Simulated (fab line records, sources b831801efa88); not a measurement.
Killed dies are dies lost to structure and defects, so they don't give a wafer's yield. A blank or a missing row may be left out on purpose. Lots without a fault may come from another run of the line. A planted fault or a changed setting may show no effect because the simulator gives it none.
Which tool did it? | flow gf180mcu | 6 lots, 18 wafers sampled, at 3 steps of a route of 602

WHAT THE GAUGES READ, wafer by wafer
GF_V3_THK_MEAS_01.
lot  | measured     | on            | V3_CVD_00_THK (nm)
L246 | day 22 03:34 | film_metro-03 | 597 606 602
L248 | day 23 00:01 | film_metro-03 | 609 605 606
L252 | day 24 05:25 | film_metro-04 | 1195 1195 1205
L255 | day 25 07:34 | film_metro-03 | 1204 1214 1209
L263 | day 27 21:14 | film_metro-01 | 604 607 608
L265 | day 28 14:42 | film_metro-01 | 599 600 595

WHICH TOOL RAN EACH LOT (tool, then ch and the chambers of the sampled wafers, then the start)
lot  | GF_V2_STRIP_18                       | GF_V3_CVD_00
L246 | plasma_asher-02 ch 0,1, day 21 02:04 | hdpcvd-01 ch 1,2, day 22 03:27
L248 | plasma_asher-03 ch 0,1, day 21 22:19 | hdpcvd-02 ch 0,1, day 22 23:56
L252 | plasma_asher-01 ch 0,1, day 23 04:25 | hdpcvd-01 ch 0,1,2, day 24 05:05
L255 | plasma_asher-01 ch 0,1, day 24 06:59 | hdpcvd-02 ch 1,2, day 25 07:16
L263 | plasma_asher-01 ch 0,1, day 26 22:50 | hdpcvd-01 ch 0,1, day 27 21:08
L265 | plasma_asher-01 ch 0,1, day 27 17:26 | hdpcvd-01 ch 0,1,2, day 28 14:38
- GF_V2_STRIP_18: strips in O2/N2.
- GF_V3_CVD_00: deposits SiO2, target thk 600 nm, time 100 s.

THE ANSWER, worked out from the rows above alone
Rule: what is usual is taken from the lots themselves. Put in order of their means at a reading, lots are off if they are a third of the lots or fewer, leave a main group of 4 or more, and stand apart from it by a gap of 3 or more times the standard deviation of the main group's means; of several such gaps the widest counts. A main group whose means are all the same, to the digits that the tables above print for the reading, isn't used. A lot without any number at a reading at which 4 lots or more have one is off too. The other lots that the step has rows for count as sound.
Off: L252, L255, at GF_V3_THK_MEAS_01 (V3_CVD_00_THK). The main group: mean 603 nm, standard deviation 3.6.
A tool fits if, at a process step before that reading, it ran every lot that is off, and no sound lot after the first of them. The gauges at GF_V3_THK_MEAS_01 are tried like those tools. None of those tried fits.

WHAT THE SIMULATOR HAD PUT IN
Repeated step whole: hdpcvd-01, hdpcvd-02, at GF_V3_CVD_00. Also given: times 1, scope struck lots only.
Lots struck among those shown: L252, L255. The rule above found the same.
